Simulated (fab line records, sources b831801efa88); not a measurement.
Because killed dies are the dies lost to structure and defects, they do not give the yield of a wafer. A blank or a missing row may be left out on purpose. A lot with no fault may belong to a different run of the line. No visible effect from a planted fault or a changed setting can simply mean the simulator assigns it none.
Problem report, 8D (eight disciplines) form, completed by code	flow sky130	the parts of the form that need people (team, actions taken, sign-off) are left out

## 1. THE PROBLEM
SONOS_ONO_CVD_04_THK at SKY_SONOS_ONO_THK_MEAS_05 reads a mean of 4.60 nm on 6 wafers of 2 lots; wafers without a fault read 5.79 nm with a standard deviation of 0.11. That puts it -11 standard deviations away from the usual mean.
Seen first at day 14 03:21 on film-metro-03, wafer L604.2. The record holds 36 wafers of 12 lots with a number at this step. By rule, "out" or "out of limits" means more than 4 standard deviations away from the usual mean. The other wafers with a number count as sound.

## 2. WHAT IT IS AND WHAT IT IS NOT
question	is	is not
which readings at this step	SONOS_ONO_CVD_04_THK	-
which lots	L604, L605	L596, L597, L598, L599, L603, L614, L615, L617, L618, L619
which wafers of those lots	all that have a number	-
read on which gauges	film-metro-03	film-metro-02, film-metro-04
when	from day 14 03:21	up to then (15 sound wafers); but 15 sound wafers of L614, L615, L617, L618, L619 came after

## 3. SUSPECTS, AND WHAT RULES EACH OUT
Counting: any tool at a process step up to the reading is kept as a suspect provided that every lot that is out went through it and no sound lot did after the first of them.
- the gauge at SKY_SONOS_ONO_THK_MEAS_05: kept. All the wafers that are out were read on film-metro-03, and no step on other tools shows them out.
- plasma-asher-04 at SKY_FIELD_ISO_STRIP_16 (strips in O2/N2): ruled out as a lasting fault. The sound lots L615, L618 went through it after L604, its earliest lot that is out (day 3 21:58).
- lpcvd-03 at SKY_SONOS_ONO_CVD_04 (deposits SiO2 from SiH4/N2O, target thk 5.7199 nm): ruled out as a lasting fault. The sound lots L614, L615, L617, L618, L619 went through it after L604, its earliest lot that is out (day 14 02:05).
Remaining after the count: film-metro-03 at SKY_SONOS_ONO_THK_MEAS_05.

## 4. THE CAUSE (what the simulator had put in)
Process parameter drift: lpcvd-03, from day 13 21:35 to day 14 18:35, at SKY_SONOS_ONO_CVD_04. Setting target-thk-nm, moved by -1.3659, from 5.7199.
It was ruled out by counting, in error; the rule expects a fault to strike all lots run on its tool from its start on, and this fault did not.

## 5. SEQUENCE OF EFFECTS, ordered by route
Each row: a reading whose mean over the struck wafers that have a number lies more than 3 standard deviations from the usual. Only readings whose record carries a usual standard deviation are examined. hours: median over the lots of the time between each lot's start at the first step of this table that gives one and its start at this step. sigmas: the change, counted in usual standard deviations.
hours	step	reading	usual	on struck wafers	change	sigmas
0	SKY_SONOS_ONO_THK_MEAS_05	SONOS_ONO_CVD_04_THK	5.79 nm	4.60	-1.19	-11

## 6. HOW IT WOULD HAVE BEEN CAUGHT EARLIER
In this record the first reading out of limits at a measuring or inspecting step was taken at day 14 03:21, 6 hours after the fault began at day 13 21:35.
